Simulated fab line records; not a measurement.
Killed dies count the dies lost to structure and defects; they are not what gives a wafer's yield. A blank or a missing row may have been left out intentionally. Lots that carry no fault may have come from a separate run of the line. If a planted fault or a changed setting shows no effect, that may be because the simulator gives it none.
fab line records ; flow sky130
[record] lots = 5; wafers = 15; last_day = 49
route steps=708 shown SD_P@328 RES_XHIGH@332 SD_N@342
lots untouched by any fault: they come from a run of this same line in which no faults occurred
start_h: start of the lot's first displayed wafer, in hours after the record's first day ; wait_h: hours since the lot's step before ; " unchanged from the row above ; L1.1+2: a single row standing in for several wafers ; - no value, or no start given ; * or withheld: withheld ; < > ~ a bound
route shown NAME@n: names a module that has steps shown in the file, with the first one's number in the route ; usual: the fault-free wafers' mean and standard deviation ; same: alike in all rows ; chamber/n: place in a boat ; sites: readings site by site ; _std_site: the values' standard deviation ; _edge_site: the outer-site mean with the inner-site mean subtracted ; radius_mm: how far each site lies from the wafer's centre ; mask NAME#n: copy n ; behind: the last tool/chamber to shape the wafer ; hold: cause of the lot's hold/its duration in hours/its outcome ; device: whichever transistor did not switch (one of n, p or np) ; end of line: tests of these same wafers at the route's end ; for a step that has no rows: nothing shown but its recipe ; killed: count of dies lost to structure and defects at first sort (not the wafer's yield) ; map: dies across one wafer; x = killed, . = not, _ = none there
set.NAME: the setting that was run; set.NAME@STEP: the one run at that earlier step ; model.NAME: the simulator's own value behind a step, which no gauge read
certain route steps with their lots: each step a table, each wafer a row
services: a tool's chamber out of use, with start hour (start_h, from the record's first day; less than 0 if before it), hours out, and reason
[[steps]]
[step SKY_SD_P_OVL_MEAS_08]
[usual] SD_P_OVL = -0.3/1.2
lot.wafer;tool;chamber;start_h;wait_h;SD_P_OVL[nm]
L768.1;overlay-01;-;630.71;0.1;0.7
L768.4;overlay-01;-;630.71;0.1;0.0
L768.5;overlay-01;-;630.71;0.1;-0.2
L769.1;overlay-02;-;643.99;0.1;-1.0
L769.3;overlay-02;-;643.99;0.1;1.3
L769.4;overlay-02;-;643.99;0.1;2.1
L778.2;overlay-02;-;722.50;0.1;0.4
L778.4;overlay-02;-;722.50;0.1;-0.8
L778.6;overlay-02;-;722.50;0.1;0.5
L781.1;overlay-01;-;747.11;0.1;-0.5
L781.4;overlay-01;-;747.11;0.1;-1.1
L781.5;overlay-01;-;747.11;0.1;-0.2
L783.2;overlay-02;-;754.45;0.1;-0.9
L783.3;overlay-02;-;754.45;0.1;-0.7
L783.6;overlay-02;-;754.45;0.1;-1.8
[step SKY_SD_P_IMPLANT_09]
[recipe] species = BF2; energy_kev = 20; dose_cm2 = 3e+15; tilt_deg = 0
[step SKY_SD_P_STRIP_10]
[recipe] chemistry = O2/N2; power_w = 1400; pressure_mtorr = 1500; platen_temp_c = withheld; o2_flow_sccm = 3000; n2_flow_sccm = 300; overash_fraction = 0.5
[usual] drypump_motor_current_A = 5.6/0.46; o2_flow_sccm = 3002/9.3; oes_product_au = 0.618/0.0048; strip_time_to_endpoint_s = 17.483/0.03
lot.wafer;tool;chamber;start_h;wait_h;drypump_motor_current_A;o2_flow_sccm;oes_product_au;rf_hours_counter_h;strip_time_to_endpoint_s
L768.1;plasma_asher-03;1;630.90;0.1;5.4;3006;0.620;92;17.490
L768.4;plasma_asher-03;1;630.90;0.1;5.4;3016;0.608;-;17.476
L768.5;plasma_asher-03;0;630.90;0.1;5.9;2992;0.616;-;17.465
L769.1;plasma_asher-02;1;644.18;0.1;4.8;2997;0.612;81;17.422
L769.3;plasma_asher-02;1;644.18;0.1;4.8;2999;0.612;-;17.473
L769.4;plasma_asher-02;0;644.18;0.1;5.8;2974;0.614;-;17.429
L778.2;plasma_asher-01;1;722.68;0.1;5.6;2999;0.621;60;17.520
L778.4;plasma_asher-01;0;722.68;0.1;6.1;2993;0.623;-;17.475
L778.6;plasma_asher-01;1;722.68;0.1;5.6;2998;0.623;-;17.512
L781.1;plasma_asher-03;0;747.30;0.1;6.0;2995;0.620;0;17.465
L781.4;plasma_asher-03;0;747.30;0.1;6.0;3000;0.623;-;17.447
L781.5;plasma_asher-03;0;747.30;0.1;6.0;3000;0.625;-;17.465
L783.2;plasma_asher-01;1;754.63;0.1;5.6;3004;0.624;64;17.525
L783.3;plasma_asher-01;0;754.63;0.1;6.1;3005;0.617;-;17.508
L783.6;plasma_asher-01;0;754.63;0.1;6.1;2993;0.615;-;17.506
[step SKY_SD_P_TW_MEAS_11]
[usual] SD_P_TW = 2824/18
lot.wafer;tool;chamber;start_h;wait_h;SD_P_TW
L768.1;film_metro-02;-;631.00;0.1;2861
L768.4;film_metro-02;-;631.00;0.1;2867
L768.5;film_metro-02;-;631.00;0.1;2852
L769.1;film_metro-03;-;644.28;0.1;2816
L769.3;film_metro-03;-;644.28;0.1;2835
L769.4;film_metro-03;-;644.28;0.1;2821
L778.2;film_metro-02;-;722.79;0.1;2836
L778.4;film_metro-02;-;722.79;0.1;2836
L778.6;film_metro-02;-;722.79;0.1;2842
L781.1;film_metro-02;-;747.40;0.1;2834
L781.4;film_metro-02;-;747.40;0.1;2834
L781.5;film_metro-02;-;747.40;0.1;2837
L783.2;film_metro-02;-;754.74;0.1;2827
L783.3;film_metro-02;-;754.74;0.1;2845
L783.6;film_metro-02;-;754.74;0.1;2837
[step SKY_RES_XHIGH_DEHYDRATE_00]
[recipe] temp_c = 200; time_s = 60
[step SKY_RES_XHIGH_HMDS_01]
[recipe] prime_time_s = 60; prime_temp_c = 120
[step SKY_RES_XHIGH_COAT_02]
[recipe] resist = NOVOLAK; spin_rpm = 3000; resist_thk_nm = 1140
[step SKY_RES_XHIGH_SOFTBAKE_03]
[recipe] temp_c = 90; time_s = 60; resist = NOVOLAK
[step SKY_RES_XHIGH_EXPOSE_04]
[recipe] mask_id = URPM; na = 0.6; source_shape = conventional; sigma_outer = 0.6; polarization = unpolarized; target_cd_nm = 1270; dose_mj = 140
[step SKY_RES_XHIGH_PEB_05]
[recipe] temp_c = withheld; time_s = *; resist = NOVOLAK
[step SKY_RES_XHIGH_DEVELOP_06]
[recipe] resist = NOVOLAK; developer = TMAH; develop_time_s = 60; dev_temp_c = 23
[step SKY_RES_XHIGH_IMPLANT_07]
[recipe] species = BF2; energy_kev = 20; dose_cm2 = 3.6e+14; tilt_deg = 0
[step SKY_RES_XHIGH_STRIP_08]
[recipe] chemistry = O2/N2; power_w = 1400; pressure_mtorr = 1500; platen_temp_c = withheld; o2_flow_sccm = 3000; n2_flow_sccm = 300; overash_fraction = 0.5
[usual] drypump_motor_current_A = 5.6/0.44; o2_flow_sccm = 2999/9.6; oes_product_au = 0.711/0.0048; strip_time_to_endpoint_s = 14.28/0.036
lot.wafer;tool;chamber;start_h;wait_h;drypump_motor_current_A;o2_flow_sccm;oes_product_au;rf_hours_counter_h;strip_time_to_endpoint_s;model.NOVOLAK_of_RES_XHIGH_COAT_02.thk_nm
L768.1;plasma_asher-03;0;659.80;0.1;6.0;3012;0.716;95;14.34;0
L768.4;plasma_asher-03;0;659.80;0.1;6.0;2989;0.708;-;14.38;0
L768.5;plasma_asher-03;0;659.80;0.1;6.0;3003;0.713;-;14.37;0
L769.1;plasma_asher-02;1;672.95;0.1;4.8;2994;0.936;84;-;270.5
L769.3;plasma_asher-02;0;672.95;0.1;5.8;3007;0.941;-;-;271.9
L769.4;plasma_asher-02;1;672.95;0.1;4.8;3001;0.934;-;-;270.1
L778.2;plasma_asher-03;1;749.52;0.1;5.4;2995;0.706;1;14.28;0
L778.4;plasma_asher-03;0;749.52;0.1;6.0;3007;0.711;-;14.24;0
L778.6;plasma_asher-03;0;749.52;0.1;6.0;2996;0.708;-;14.23;0
L781.1;plasma_asher-02;1;774.09;0.1;4.8;3008;0.702;95;14.20;0
L781.4;plasma_asher-02;1;774.09;0.1;4.8;2998;0.717;-;14.21;0
L781.5;plasma_asher-02;0;774.09;0.1;5.8;3001;0.704;-;14.23;0
L783.2;plasma_asher-04;1;781.62;0.1;5.5;2994;0.717;33;14.29;0
L783.3;plasma_asher-04;1;781.62;0.1;5.5;2994;0.727;-;14.26;0
L783.6;plasma_asher-04;0;781.62;0.1;6.2;2993;0.714;-;14.27;0
[step SKY_RES_XHIGH_TW_MEAS_09]
[usual] RES_XHIGH_TW = 1637/11
lot.wafer;tool;chamber;start_h;wait_h;RES_XHIGH_TW
L768.1;film_metro-02;-;659.90;0.1;1645
L768.4;film_metro-02;-;659.90;0.1;1656
L768.5;film_metro-02;-;659.90;0.1;1649
L769.1;film_metro-01;-;673.05;0.1;1631
L769.3;film_metro-01;-;673.05;0.1;1627
L769.4;film_metro-01;-;673.05;0.1;1631
L778.2;film_metro-03;-;749.63;0.1;1637
L778.4;film_metro-03;-;749.63;0.1;1645
L778.6;film_metro-03;-;749.63;0.1;1648
L781.1;film_metro-02;-;774.19;0.1;1644
L781.4;film_metro-02;-;774.19;0.1;1635
L781.5;film_metro-02;-;774.19;0.1;1635
L783.2;film_metro-03;-;781.73;0.1;1643
L783.3;film_metro-03;-;781.73;0.1;1651
L783.6;film_metro-03;-;781.73;0.1;1638
[step SKY_SD_N_DEHYDRATE_00]
[recipe] temp_c = 200; time_s = 60
[step SKY_SD_N_HMDS_01]
[recipe] prime_time_s = 60; prime_temp_c = 120
[step SKY_SD_N_COAT_02]
[recipe] resist = NOVOLAK; spin_rpm = 3000; resist_thk_nm = 1140
[step SKY_SD_N_SOFTBAKE_03]
[recipe] temp_c = 90; time_s = 60; resist = NOVOLAK
[step SKY_SD_N_EXPOSE_04]
[recipe] mask_id = NSDM; na = 0.6; source_shape = conventional; sigma_outer = 0.6; polarization = unpolarized; target_cd_nm = 380; dose_mj = 141
[step SKY_SD_N_PEB_05]
[recipe] temp_c = withheld; time_s = *; resist = NOVOLAK
[step SKY_SD_N_DEVELOP_06]
[recipe] resist = NOVOLAK; developer = TMAH; develop_time_s = 60; dev_temp_c = 23
[step SKY_SD_N_CD_MEAS_07]
[recipe] target_cd_nm = 380
[usual] cd_nm = 380.0/2.6
lot.wafer;tool;chamber;start_h;wait_h;cd_nm
L768.1;cd_sem-02;-;688.47;0.1;380.5
L768.4;cd_sem-02;-;688.47;0.1;380.5
L768.5;cd_sem-02;-;688.47;0.1;381.7
L769.1;cd_sem-01;-;701.05;0.1;377.5
L769.3;cd_sem-01;-;701.05;0.1;379.2
L769.4;cd_sem-01;-;701.05;0.1;380.0
L778.2;cd_sem-02;-;775.99;0.1;379.1
L778.4;cd_sem-02;-;775.99;0.1;378.7
L778.6;cd_sem-02;-;775.99;0.1;380.8
L781.1;cd_sem-02;-;799.52;0.1;380.4
L781.4;cd_sem-02;-;799.52;0.1;379.9
L781.5;cd_sem-02;-;799.52;0.1;380.5
L783.2;cd_sem-02;-;808.32;0.1;380.3
L783.3;cd_sem-02;-;808.32;0.1;377.9
L783.6;cd_sem-02;-;808.32;0.1;378.5
[step SKY_SD_N_OVL_MEAS_08]
[usual] SD_N_OVL = -0.9/1.2
lot.wafer;tool;chamber;start_h;wait_h;SD_N_OVL[nm]
L768.1;overlay-01;-;688.59;0.1;-2.1
L768.4;overlay-01;-;688.59;0.1;-0.2
L768.5;overlay-01;-;688.59;0.1;-1.2
L769.1;overlay-01;-;701.17;0.1;-1.7
L769.3;overlay-01;-;701.17;0.1;-1.7
L769.4;overlay-01;-;701.17;0.1;-0.6
L778.2;overlay-01;-;776.10;0.1;-2.0
L778.4;overlay-01;-;776.10;0.1;-0.3
L778.6;overlay-01;-;776.10;0.1;-1.6
L781.1;overlay-02;-;799.64;0.1;0.5
L781.4;overlay-02;-;799.64;0.1;-1.0
L781.5;overlay-02;-;799.64;0.1;0.1
L783.2;overlay-01;-;808.42;0.1;0.4
L783.3;overlay-01;-;808.42;0.1;-1.2
L783.6;overlay-01;-;808.42;0.1;-1.7
[step SKY_SD_N_IMPLANT_09]
[recipe] species = As; energy_kev = 50; dose_cm2 = 4e+15; tilt_deg = 0
[step SKY_SD_N_IMPLANT_10]
[recipe] species = P; energy_kev = 20; dose_cm2 = 1e+14; tilt_deg = 0
[step SKY_SD_N_STRIP_11]
[recipe] chemistry = O2/N2; power_w = 1400; pressure_mtorr = 1500; platen_temp_c = withheld; o2_flow_sccm = 3000; n2_flow_sccm = 300; overash_fraction = 0.5
[usual] drypump_motor_current_A = 5.6/0.47; o2_flow_sccm = 3000/8.8; oes_product_au = 0.528/0.0048; strip_time_to_endpoint_s = 22.55/0.032
lot.wafer;tool;chamber;start_h;wait_h;drypump_motor_current_A;o2_flow_sccm;oes_product_au;rf_hours_counter_h;strip_time_to_endpoint_s
L768.1;plasma_asher-01;1;688.93;0.1;5.5;2992;0.526;57;22.60
L768.4;plasma_asher-01;1;688.93;0.1;5.6;2978;0.534;-;22.58
L768.5;plasma_asher-01;1;688.93;0.1;5.6;2990;0.526;-;22.59
L769.1;plasma_asher-04;1;701.50;0.1;5.5;3000;0.558;25;26.54
L769.3;plasma_asher-04;0;701.50;0.1;6.2;3000;0.567;-;26.62
L769.4;plasma_asher-04;1;701.50;0.1;5.5;2997;0.561;-;26.59
L778.2;plasma_asher-02;1;776.43;0.1;4.8;3008;0.524;95;22.60
L778.4;plasma_asher-02;1;776.43;0.1;4.8;3000;0.527;-;22.57
L778.6;plasma_asher-02;0;776.43;0.1;5.8;3009;0.525;-;22.54
L781.1;plasma_asher-04;0;799.98;0.1;6.2;3016;0.523;35;22.56
L781.4;plasma_asher-04;1;799.98;0.1;5.5;3007;0.523;-;22.51
L781.5;plasma_asher-04;0;799.98;0.1;6.1;3003;0.523;-;22.56
L783.2;plasma_asher-04;1;808.75;0.1;5.5;3004;0.527;36;22.61
L783.3;plasma_asher-04;0;808.75;0.1;6.1;3002;0.524;-;22.63
L783.6;plasma_asher-04;1;808.75;0.1;5.5;2998;0.526;-;22.58
[step SKY_SD_N_TW_MEAS_12]
[usual] SD_N_TW = 3980/29
lot.wafer;tool;chamber;start_h;wait_h;SD_N_TW
L768.1;film_metro-01;-;689.03;0.1;3941
L768.4;film_metro-01;-;689.03;0.1;3943
L768.5;film_metro-01;-;689.03;0.1;3953
L769.1;film_metro-03;-;701.60;0.1;30
L769.3;film_metro-03;-;701.60;0.1;30
L769.4;film_metro-03;-;701.60;0.1;30
L778.2;film_metro-03;-;776.54;0.1;4002
L778.4;film_metro-03;-;776.54;0.1;4000
L778.6;film_metro-03;-;776.54;0.1;3992
L781.1;film_metro-01;-;800.08;0.1;3951
L781.4;film_metro-01;-;800.08;0.1;3949
L781.5;film_metro-01;-;800.08;0.1;3973
L783.2;film_metro-03;-;808.86;0.1;3983
L783.3;film_metro-03;-;808.86;0.1;3984
L783.6;film_metro-03;-;808.86;0.1;3955
[step SKY_SD_N_CLEAN_13]
[recipe] chemistry = SC1/SC2; mix = 1:4:20; temp_c = 70; time_s = 150; dry = n2_spin
[[services]]
tool;chamber;start_h;hours;kind
plasma_asher-04;-;658.64;3.5;repair
plasma_asher-03;-;667.47;14.6;pm
plasma_asher-01;-;704.31;2.8;pm
plasma_asher-03;-;733.75;9.0;pm
plasma_asher-03;0;733.75;9.0;vent_cycle
plasma_asher-03;1;733.75;9.0;vent_cycle
plasma_asher-04;-;736.68;0.8;repair
plasma_asher-03;0;742.75;-;clean
plasma_asher-03;1;742.75;-;clean
plasma_asher-02;-;784.55;1.7;repair
plasma_asher-03;-;804.25;0.6;repair
[[key]]
[first_sign] step = SKY_RES_XHIGH_STRIP_08; reading = oes_product_au; direction = up; sigmas = 47; usual = 0.711; struck = 0.937
[effect] step = SKY_SD_N_STRIP_11; reading = strip_time_to_endpoint_s; direction = up; sigmas = 99+; usual = *; struck = *
[effect] step = SKY_SD_N_TW_MEAS_12; reading = SD_N_TW; direction = down; sigmas = 99+; usual = 3980; struck = 30
[model_effect] step = SKY_RES_XHIGH_STRIP_08; value = NOVOLAK_of_RES_XHIGH_COAT_02.thk_nm; without = 0; struck = 270.9
met_at SKY_RES_XHIGH_STRIP_08
struck_wafers L769.1,L769.3,L769.4
sort_left_out L769.1,L769.3,L769.4
tester_left_out L769
[fault] kind = strip_aborted; tool = plasma_asher-02; chamber = -; onset_h = 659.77; steps = SKY_RES_XHIGH_STRIP_08; offset = 0.5238; end_h = 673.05
// tester_left_out: of these lots the tester's yield and bins aren't shown, on N5 and GAA mostly nor the transistor test; their killed dies are dies lost to structure and defects alone, not to doping, threshold or leakage, so they don't give the yield
// sort_left_out: the simulated sort isn't trusted on such a fault, so these wafers' sort isn't shown, and their yield isn't known
